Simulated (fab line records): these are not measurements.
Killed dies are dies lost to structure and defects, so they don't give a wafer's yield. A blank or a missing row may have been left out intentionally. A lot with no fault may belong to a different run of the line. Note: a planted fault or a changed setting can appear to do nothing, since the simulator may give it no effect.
Which tool was responsible?	flow sky130	24 lots with 72 wafers sampled at 6 steps, on a route of 708 steps

== WHAT THE GAUGES READ, wafer by wafer ==
SKY_METAL4_OVL_MEAS_14.
lot	measured	on	METAL4_OVL (nm)
L074	day 42 00:11	overlay-01	3 0 -1
L075	day 42 04:37	overlay-01	14 1 5
L076	day 42 08:19	overlay-01	3 0 3
L077	day 42 13:46	overlay-02	0 1 -2
L078	day 42 22:07	overlay-01	-4 -1 -8
L079	day 43 04:55	overlay-01	9 5 6
L080	day 43 11:37	overlay-02	1 5 6
L081	day 44 06:37	overlay-02	7 3 6
L082	day 44 07:28	overlay-01	-11 0 3
L083	day 44 07:28	overlay-02	11 1 8
L084	day 44 09:49	overlay-01	-5 -8 1
L085	day 44 19:55	overlay-01	-2 -3 0
L086	day 45 02:52	overlay-01	-1 -5 -5
L087	day 45 14:37	overlay-01	-10 -6 -9
L088	day 45 14:40	overlay-02	6 2 2
L089	day 45 22:46	overlay-01	-2 -4 -7
L090	day 46 01:28	overlay-02	5 9 4
L091	day 46 10:13	overlay-02	7 4 10
L092	day 46 15:58	overlay-01	2 3 5
L093	day 46 16:55	overlay-02	8 1 4
L094	day 46 23:13	overlay-02	5 4 -4
L095	day 47 08:04	overlay-01	3 -1 -1
L096	day 47 12:58	overlay-01	7 2 -3
L097	day 47 17:22	overlay-02	-4 -9 -1

== WHICH TOOL RAN EACH LOT (tool, then ch and the chambers of the sampled wafers, then the start) ==
lot	SKY_METAL2_SPUTTER_04	SKY_METAL2_DESCUM_17	SKY_METAL3_ETCH_17	SKY_METAL4_SPUTTER_00	SKY_METAL4_SPUTTER_04
L074	pvd_sputter-01, day 34 06:30	rie_metal-01 ch 0,1, day 35 09:09	rie_diel-04 ch 1,2, day 38 19:29	pvd_sputter-03, day 39 22:56	pvd_sputter-03, day 39 23:03
L075	pvd_sputter-02, day 34 11:24	rie_metal-04 ch 0,1, day 35 13:56	rie_diel-02 ch 0,2,3, day 38 23:53	pvd_sputter-03, day 40 03:34	pvd_sputter-03, day 40 03:41
L076	pvd_sputter-04, day 34 16:12	rie_metal-04 ch 0,1, day 35 19:23	rie_diel-01 ch 0,2,3, day 39 04:55	pvd_sputter-03, day 40 07:59	pvd_sputter-03, day 40 08:05
L077	pvd_sputter-04, day 34 23:10	rie_metal-04 ch 0,1, day 36 01:06	rie_diel-04 ch 2,3, day 39 10:10	pvd_sputter-02, day 40 12:58	pvd_sputter-02, day 40 13:04
L078	pvd_sputter-01, day 35 06:28	rie_metal-04 ch 0,1, day 36 09:20	rie_diel-01 ch 0,1,2, day 39 18:32	pvd_sputter-04, day 40 21:55	pvd_sputter-04, day 40 22:02
L079	pvd_sputter-01, day 35 15:04	rie_metal-02 ch 1, day 36 17:21	rie_diel-04 ch 0, day 40 01:59	pvd_sputter-04, day 41 04:40	pvd_sputter-04, day 41 04:46
L080	pvd_sputter-04, day 35 23:00	rie_metal-01 ch 0,1, day 37 02:17	rie_diel-04 ch 0,1,2, day 40 09:53	pvd_sputter-02, day 41 12:20	pvd_sputter-02, day 41 12:27
L081	pvd_sputter-01, day 36 19:20	rie_metal-01 ch 0,1, day 37 22:11	rie_diel-02 ch 0,2,3, day 41 04:56	pvd_sputter-02, day 42 07:31	pvd_sputter-02, day 42 07:37
L082	pvd_sputter-04, day 36 21:29	rie_metal-04 ch 0, day 38 00:18	rie_diel-01 ch 1,3, day 41 05:19	pvd_sputter-02, day 42 07:53	pvd_sputter-02, day 42 07:59
L083	pvd_sputter-02, day 36 22:06	rie_metal-01 ch 0, day 38 00:46	rie_diel-02 ch 0,1,3, day 41 05:59	pvd_sputter-02, day 42 08:55	pvd_sputter-02, day 42 09:01
L084	pvd_sputter-04, day 37 01:47	rie_metal-01 ch 1, day 38 04:00	rie_diel-04 ch 0,1,3, day 41 08:44	pvd_sputter-03, day 42 11:50	pvd_sputter-03, day 42 11:56
L085	pvd_sputter-01, day 37 11:36	rie_metal-01 ch 0, day 38 13:39	rie_diel-04 ch 1,3, day 41 18:29	pvd_sputter-02, day 42 21:17	pvd_sputter-02, day 42 21:24
L086	pvd_sputter-01, day 37 21:01	rie_metal-04 ch 0,1, day 38 22:39	rie_diel-01 ch 1,2,3, day 42 02:26	pvd_sputter-03, day 43 04:30	pvd_sputter-03, day 43 04:37
L087	pvd_sputter-01, day 38 09:22	rie_metal-02 ch 0,1, day 39 10:57	rie_diel-01 ch 0,2,3, day 42 15:02	pvd_sputter-03, day 43 16:45	pvd_sputter-03, day 43 16:52
L088	pvd_sputter-04, day 38 11:11	rie_metal-04 ch 0,1, day 39 11:36	rie_diel-04 ch 0,2, day 42 15:23	pvd_sputter-02, day 43 16:58	pvd_sputter-02, day 43 17:04
L089	pvd_sputter-01, day 38 18:28	rie_metal-04 ch 0,1, day 39 19:30	rie_diel-01 ch 0,2,3, day 42 23:25	pvd_sputter-03, day 44 01:26	pvd_sputter-03, day 44 01:32
L090	pvd_sputter-01, day 39 00:30	rie_metal-01 ch 1, day 40 00:00	rie_diel-01 ch 1,2,3, day 43 03:32	pvd_sputter-04, day 44 05:19	pvd_sputter-04, day 44 05:25
L091	pvd_sputter-02, day 39 11:21	rie_metal-02 ch 0,1, day 40 11:15	rie_diel-04 ch 0,1,3, day 43 12:58	pvd_sputter-02, day 44 14:25	pvd_sputter-02, day 44 14:32
L092	pvd_sputter-04, day 39 16:53	rie_metal-04 ch 1, day 40 17:27	rie_diel-04 ch 0,2,3, day 43 19:53	pvd_sputter-04, day 44 21:31	pvd_sputter-04, day 44 21:37
L093	pvd_sputter-02, day 39 18:50	rie_metal-02 ch 0,1, day 40 19:36	rie_diel-04 ch 0,1,3, day 43 21:52	pvd_sputter-04, day 44 22:54	pvd_sputter-04, day 44 23:00
L094	pvd_sputter-01, day 40 03:20	rie_metal-04 ch 0,1, day 41 03:39	rie_diel-04 ch 0,2,3, day 44 04:11	pvd_sputter-03, day 45 05:28	pvd_sputter-03, day 45 05:34
L095	pvd_sputter-04, day 40 12:20	rie_metal-02 ch 0,1, day 41 12:39	rie_diel-01 ch 0,2,3, day 44 13:40	pvd_sputter-04, day 45 14:02	pvd_sputter-04, day 45 14:08
L096	pvd_sputter-04, day 40 17:47	rie_metal-02 ch 1, day 41 17:39	rie_diel-02 ch 0,3, day 44 18:47	pvd_sputter-03, day 45 20:25	pvd_sputter-03, day 45 20:31
L097	pvd_sputter-04, day 40 23:45	rie_metal-04 ch 0,1, day 41 23:48	rie_diel-01 ch 1,2,3, day 45 00:23	pvd_sputter-04, day 46 01:34	pvd_sputter-04, day 46 01:41
- SKY_METAL2_SPUTTER_04: material TiN, target thk 70 nm, time 58.3 s.
- SKY_METAL2_DESCUM_17: chemistry O2, time 8 s.
- SKY_METAL3_ETCH_17: etches SiO2 in C4F8/O2/Ar, stops on TiN, time 3.9 s, target depth 15 nm.
- SKY_METAL4_SPUTTER_00: material Ti, target thk 15 nm, time 10 s.
- SKY_METAL4_SPUTTER_04: material TiN, target thk 70 nm, time 58.3 s.

== AS READ BY THE TOOLS THEMSELVES (means over the sampled wafers that have a number; for cases with no such wafer, the mark the record gives instead) ==
SKY_METAL2_SPUTTER_04.
lot	tool	throttle_valve_pct (%)
L074	pvd_sputter-01	29.2
L075	pvd_sputter-02	30.3
L076	pvd_sputter-04	30.1
L077	pvd_sputter-04	30.3
L078	pvd_sputter-01	29.1
L079	pvd_sputter-01	30.0
L080	pvd_sputter-04	29.8
L081	pvd_sputter-01	29.3
L082	pvd_sputter-04	29.7
L083	pvd_sputter-02	31.3
L084	pvd_sputter-04	30.0
L085	pvd_sputter-01	29.1
L086	pvd_sputter-01	29.2
L087	pvd_sputter-01	30.0
L088	pvd_sputter-04	30.0
L089	pvd_sputter-01	29.7
L090	pvd_sputter-01	30.2
L091	pvd_sputter-02	30.5
L092	pvd_sputter-04	29.9
L093	pvd_sputter-02	30.1
L094	pvd_sputter-01	29.3
L095	pvd_sputter-04	30.0
L096	pvd_sputter-04	29.8
L097	pvd_sputter-04	29.9

SKY_METAL2_DESCUM_17.
lot	tool	chamber_pressure_mTorr (mTorr)	drypump_motor_current_A (A)	oes_product_au (a.u.)
L074	rie_metal-01	10.004	6.25	0.991
L075	rie_metal-04	10.001	5.83	1.005
L076	rie_metal-04	9.994	5.83	1.006
L077	rie_metal-04	10.005	5.84	1.000
L078	rie_metal-04	10.001	5.81	0.998
L079	rie_metal-02	10.001	6.28	1.001
L080	rie_metal-01	9.993	6.41	0.994
L081	rie_metal-01	9.995	6.41	0.992
L082	rie_metal-04	10.001	5.87	1.011
L083	rie_metal-01	9.995	6.12	0.996
L084	rie_metal-01	9.994	6.57	1.001
L085	rie_metal-01	10.003	6.11	0.984
L086	rie_metal-04	10.009	5.83	1.002
L087	rie_metal-02	9.996	6.10	0.997
L088	rie_metal-04	9.993	5.80	0.998
L089	rie_metal-04	9.998	5.80	0.999
L090	rie_metal-01	10.000	6.55	0.994
L091	rie_metal-02	10.000	6.19	1.009
L092	rie_metal-04	10.000	5.78	0.998
L093	rie_metal-02	9.997	6.19	1.009
L094	rie_metal-04	10.000	5.84	1.008
L095	rie_metal-02	9.996	6.12	0.995
L096	rie_metal-02	10.001	6.25	0.997
L097	rie_metal-04	9.999	5.85	1.007

SKY_METAL3_ETCH_17.
lot	tool	chamber_pressure_mTorr (mTorr)	oes_product_au (a.u.)
L074	rie_diel-04	39.99	0.758
L075	rie_diel-02	40.02	0.760
L076	rie_diel-01	40.00	0.753
L077	rie_diel-04	40.01	0.758
L078	rie_diel-01	39.96	0.764
L079	rie_diel-04	39.98	0.750
L080	rie_diel-04	40.00	0.745
L081	rie_diel-02	40.00	0.758
L082	rie_diel-01	39.98	0.757
L083	rie_diel-02	40.00	0.756
L084	rie_diel-04	40.01	0.752
L085	rie_diel-04	40.01	0.757
L086	rie_diel-01	39.99	0.754
L087	rie_diel-01	40.00	0.750
L088	rie_diel-04	40.00	0.753
L089	rie_diel-01	40.00	0.755
L090	rie_diel-01	39.96	0.751
L091	rie_diel-04	39.98	0.748
L092	rie_diel-04	39.98	0.754
L093	rie_diel-04	39.97	0.750
L094	rie_diel-04	40.00	0.756
L095	rie_diel-01	40.01	0.762
L096	rie_diel-02	39.98	0.755
L097	rie_diel-01	40.02	0.750

SKY_METAL4_SPUTTER_00.
lot	tool	throttle_valve_pct (%)
L074	pvd_sputter-03	30.0
L075	pvd_sputter-03	29.2
L076	pvd_sputter-03	29.3
L077	pvd_sputter-02	30.8
L078	pvd_sputter-04	29.9
L079	pvd_sputter-04	30.2
L080	pvd_sputter-02	30.5
L081	pvd_sputter-02	31.0
L082	pvd_sputter-02	30.5
L083	pvd_sputter-02	29.4
L084	pvd_sputter-03	30.3
L085	pvd_sputter-02	31.3
L086	pvd_sputter-03	30.0
L087	pvd_sputter-03	29.7
L088	pvd_sputter-02	30.3
L089	pvd_sputter-03	29.4
L090	pvd_sputter-04	30.5
L091	pvd_sputter-02	30.3
L092	pvd_sputter-04	30.1
L093	pvd_sputter-04	30.3
L094	pvd_sputter-03	29.2
L095	pvd_sputter-04	29.9
L096	pvd_sputter-03	29.8
L097	pvd_sputter-04	30.4

SKY_METAL4_SPUTTER_04.
lot	tool	throttle_valve_pct (%)
L074	pvd_sputter-03	29.9
L075	pvd_sputter-03	29.2
L076	pvd_sputter-03	29.2
L077	pvd_sputter-02	30.7
L078	pvd_sputter-04	29.8
L079	pvd_sputter-04	29.9
L080	pvd_sputter-02	30.4
L081	pvd_sputter-02	30.9
L082	pvd_sputter-02	30.5
L083	pvd_sputter-02	29.5
L084	pvd_sputter-03	30.1
L085	pvd_sputter-02	31.3
L086	pvd_sputter-03	29.8
L087	pvd_sputter-03	29.7
L088	pvd_sputter-02	30.0
L089	pvd_sputter-03	29.3
L090	pvd_sputter-04	30.1
L091	pvd_sputter-02	30.1
L092	pvd_sputter-04	29.9
L093	pvd_sputter-04	30.2
L094	pvd_sputter-03	29.2
L095	pvd_sputter-04	29.8
L096	pvd_sputter-03	29.8
L097	pvd_sputter-04	30.5

== THE ANSWER, worked out from the rows above alone ==
Rule: the usual values come from the lots themselves. Put in order of their means at a reading, lots are off if they are a third of the lots or fewer, leave a main group of 4 or more, and stand apart from it by a gap of 3 or more times the standard deviation of the main group's means; of several such gaps the widest counts. The tables above print the reading to a certain number of digits; a main group whose means all agree to those digits is not used. A lot without any number at a reading at which 4 lots or more have one is off too. All remaining lots with rows at the step are treated as sound. First the gauges in route order, then the tools' own readings, where a lot's mean is used as printed above. At the first step where some lot is off, the reading lying furthest off is the one used; lots without a number count as furthest.
Across all readings shown, no lot is off: no conclusion can be drawn from this.

== WHAT HAD BEEN PUT IN BY THE SIMULATOR ==
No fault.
